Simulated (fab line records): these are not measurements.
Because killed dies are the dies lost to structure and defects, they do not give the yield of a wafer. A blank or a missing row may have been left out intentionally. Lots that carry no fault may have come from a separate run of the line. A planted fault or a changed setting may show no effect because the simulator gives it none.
fab line records    flow sky130
record lots=5  wafers=15  lastDay=50
route steps=708 shown SONOS_ONO@173
lots untouched by any fault: they come from a run of this same line in which no faults occurred
startH: start of the lot's first displayed wafer, in hours after the record's first day    waitH: hours elapsed since this lot's preceding step    " unchanged from the row above    L1.1+2: one row covering several wafers at once    - no value, or no start given    * or withheld: withheld    < > ~ a bound
route shown NAME@n: names a module that has steps shown in the file, with the first one's number in the route    usual: the fault-free wafers' mean and standard deviation    same: alike in all rows    chamber/n: place in a boat    sites: per-site readings    _std_site: how widely they spread, as a standard deviation    _edge_site: mean of outer sites minus mean of inner sites    radiusMm: for every site, how far away it sits from the centre of the wafer    mask NAME#n: copy n    behind: the most recent tool/chamber to have shaped the wafer    hold: cause of the lot's hold/its duration in hours/its outcome    device: the n, p or np transistor that did not switch    end of line: the route-end tests of the same wafers    a step with no rows: only its recipe    killed: not the wafer's yield, but the dies lost to structure and defects at the first sort    map: a wafer's dies, marking killed ones x, the rest . and places with no die _
set.NAME: the setting the step ran with; set.NAME@STEP: the setting that earlier step ran with    model.NAME: the simulator's own value behind a step, which no gauge read
certain route steps with their lots: each step a table, each wafer a row
services: the hour from which a tool's chamber was out of use, counted from the record's first day as startH (under 0 if before that day), plus the number of hours and why
## steps
# step SKY_SONOS_ONO_THK_MEAS_05
# recipe reads=SiO2_of_SONOS_ONO_CVD_04
# usual SONOS_ONO_CVD_04_THK=5.70/0.09
lot.wafer  tool          chamber  startH  waitH  SONOS_ONO_CVD_04_THK[nm]
L092.1     filmMetro-01  -        403.93  0.0    5.75
L092.2     "             -        "       "      5.81
L092.4     "             -        "       "      5.86
L093.1     filmMetro-02  -        412.63  0.0    5.57
L093.3     "             -        "       "      5.60
L093.4     "             -        "       "      5.69
L095.1     filmMetro-03  -        423.32  0.0    5.66
L095.2     "             -        "       "      5.52
L095.3     "             -        "       "      5.66
L096.2     filmMetro-01  -        428.16  0.0    5.71
L096.4     "             -        "       "      5.72
L096.6     "             -        "       "      5.74
L097.3     filmMetro-03  -        441.24  0.0    5.68
L097.4     "             -        "       "      5.68
L097.6     "             -        "       "      5.65
# step SKY_SONOS_ONO_DEHYDRATE_06
# recipe tempC=200  timeS=60
lot.wafer   tool           chamber  startH  waitH
L092.1+2+4  lithoTrack-04  0        418.21  14.3
L093.1+3+4  lithoTrack-02  0        427.68  15.0
L095.1+2+3  lithoTrack-04  0        437.71  14.4
L096.2+4+6  lithoTrack-04  0        442.04  13.9
L097.3+4+6  lithoTrack-04  0        456.41  15.2
# step SKY_SONOS_ONO_HMDS_07
# recipe primeTimeS=60  primeTempC=120
lot.wafer   tool           chamber  startH  waitH
L092.1+2+4  lithoTrack-04  0        418.36  0.1
L093.1+3+4  lithoTrack-02  0        427.83  0.1
L095.1+2+3  lithoTrack-04  0        437.86  0.1
L096.2+4+6  lithoTrack-04  0        442.19  0.1
L097.3+4+6  lithoTrack-04  0        456.56  0.1
# step SKY_SONOS_ONO_COAT_08
# recipe resist=NOVOLAK  spinRpm=3000  resistThkNm=1140
lot.wafer   tool           chamber  startH  waitH
L092.1+2+4  lithoTrack-04  0        418.51  0.1
L093.1+3+4  lithoTrack-02  0        427.98  0.1
L095.1+2+3  lithoTrack-04  0        438.01  0.1
L096.2+4+6  lithoTrack-04  0        442.34  0.1
L097.3+4+6  lithoTrack-04  0        456.71  0.1
# step SKY_SONOS_ONO_SOFTBAKE_09
# recipe tempC=90  timeS=60  resist=NOVOLAK
lot.wafer   tool           chamber  startH  waitH
L092.1+2+4  lithoTrack-04  0        418.66  0.1
L093.1+3+4  lithoTrack-02  0        428.13  0.1
L095.1+2+3  lithoTrack-04  0        438.16  0.1
L096.2+4+6  lithoTrack-04  0        442.49  0.1
L097.3+4+6  lithoTrack-04  0        456.86  0.1
# step SKY_SONOS_ONO_EXPOSE_10
# recipe maskId=ONOM  targetCdNm=410  na=0.6  sourceShape=conventional  sigmaOuter=0.6  doseMj=150
lot.wafer   tool             chamber  startH  waitH  mask
L092.1+2+4  ilineStepper-01  0        -       -      ONOM#0
L093.1+3+4  ilineStepper-02  0        -       -      ONOM#0
L095.1+2+3  ilineStepper-02  0        -       -      ONOM#0
L096.2+4+6  ilineStepper-01  0        -       -      ONOM#0
L097.3+4+6  ilineStepper-01  0        -       -      ONOM#0
# step SKY_SONOS_ONO_PEB_11
# recipe tempC=withheld  timeS=*  resist=NOVOLAK
lot.wafer   tool           chamber  startH  waitH
L092.1+2+4  lithoTrack-04  0        -       -
L093.1+3+4  lithoTrack-02  0        -       -
L095.1+2+3  lithoTrack-02  0        -       -
L096.2+4+6  lithoTrack-04  0        -       -
L097.3+4+6  lithoTrack-03  0        -       -
## services
tool             chamber  startH  hours  kind
ilineStepper-02  -        403.72  1.7    pm
ilineStepper-02  -        422.76  5.5    repair
ilineStepper-01  -        447.12  3.7    repair
ilineStepper-02  -        453.08  7.2    repair
## key
fault none
